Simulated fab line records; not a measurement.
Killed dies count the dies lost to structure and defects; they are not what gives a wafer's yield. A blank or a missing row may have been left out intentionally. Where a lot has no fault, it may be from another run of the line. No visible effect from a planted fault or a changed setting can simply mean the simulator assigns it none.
2 desks looking at one fault	flow gf180mcu	numbers are kept per desk, each desk with only its own; the story behind them comes last

FROM THE METROLOGY DESK
Means of the sampled wafers that have a number, per lot and without regard to the tool the lot ran on: this is what the gauges read. If a lot's mean is further than 4 standard deviations from the usual mean, the lot is out of limits and carries the mark OUT (the distance appears in the brackets).
Columns: A = DNWELL_TW at GF_DNWELL_TW_MEAS_09, usual 1354; B = VT_IMPLANT_02_OVL at GF_VT_IMPLANT_OVL_MEAS_29, usual 0.6 nm
lot	first seen here	A	B
L282	day 3 00:30	1373	-1.9
L283	day 3 04:50	1340	0.7
L284	day 3 09:52	1359	-0.5
L285	day 3 15:38	1360	0.8
L286	day 3 21:38	1331	3.1
L287	day 4 02:43	1374	-0.1
L288	day 4 08:20	1337	1.1
L289	day 4 12:23	1399	-0.1
L290	day 4 19:41	1444 (+6.4) OUT	-2.4
L300	day 7 00:23	1370	-1.9
L301	day 7 04:35	1365	2.4
L303	day 7 13:57	1374	0.5
L304	day 7 22:43	1333	-0.4
Finding of this desk: L290 out of limits, first seen on L290 at day 4 19:41 (DNWELL_TW at GF_DNWELL_TW_MEAS_09). L282, L283, L284, L285, L286, L287, L288, L289, L300, L301, L303, L304: within limits.

DESK OF THE TOOL OWNER: implanter-04
The tool's own readings at GF_DNWELL_IMPLANT_07, given as means over the sampled wafers that have a number, one for each lot that went through this tool. If a lot's mean is further than 4 standard deviations from the usual mean, the lot is out of limits and carries the mark OUT (the distance appears in the brackets).
Columns: A = beamOnS at GF_DNWELL_IMPLANT_07, usual 9.97 s; B = faradayCurrentUA at GF_DNWELL_IMPLANT_07, usual 56.6
lot	first seen here	A	B
L285	day 3 15:23	9.97	56.5
L287	day 4 02:29	9.94	56.8
L288	day 4 08:05	9.96	56.6
L289	day 4 12:07	10.97 (+5.6) OUT	52.1 (-4.5) OUT
L290	day 4 19:28	12.80 (+16) OUT	44.0 (-13) OUT
This desk's verdict: out of limits on L289, L290, starting with L289 at day 4 12:07 (beamOnS at GF_DNWELL_IMPLANT_07). L285, L287, L288: within limits.

TAKEN TOGETHER
The tool owner's desk could have raised an alarm at day 4 12:07, on L289, L290.
On L290, the metrology desk was in a position to raise an alarm at day 4 19:41.
The metrology desk has L289 on record, within its limits.
GF_DNWELL_IMPLANT_07 was run on implanter-04 by each of the lots named.

WHAT WAS PUT IN BY THE SIMULATOR
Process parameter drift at GF_DNWELL_IMPLANT_07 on implanter-04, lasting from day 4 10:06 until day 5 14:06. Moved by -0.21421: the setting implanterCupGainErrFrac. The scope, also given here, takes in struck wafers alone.
Shown lots that were struck: L289, L290.
Counting hours from when the fault started, the first reading out of limits came at 2 for the tool owner's desk and at 10 for the metrology desk.
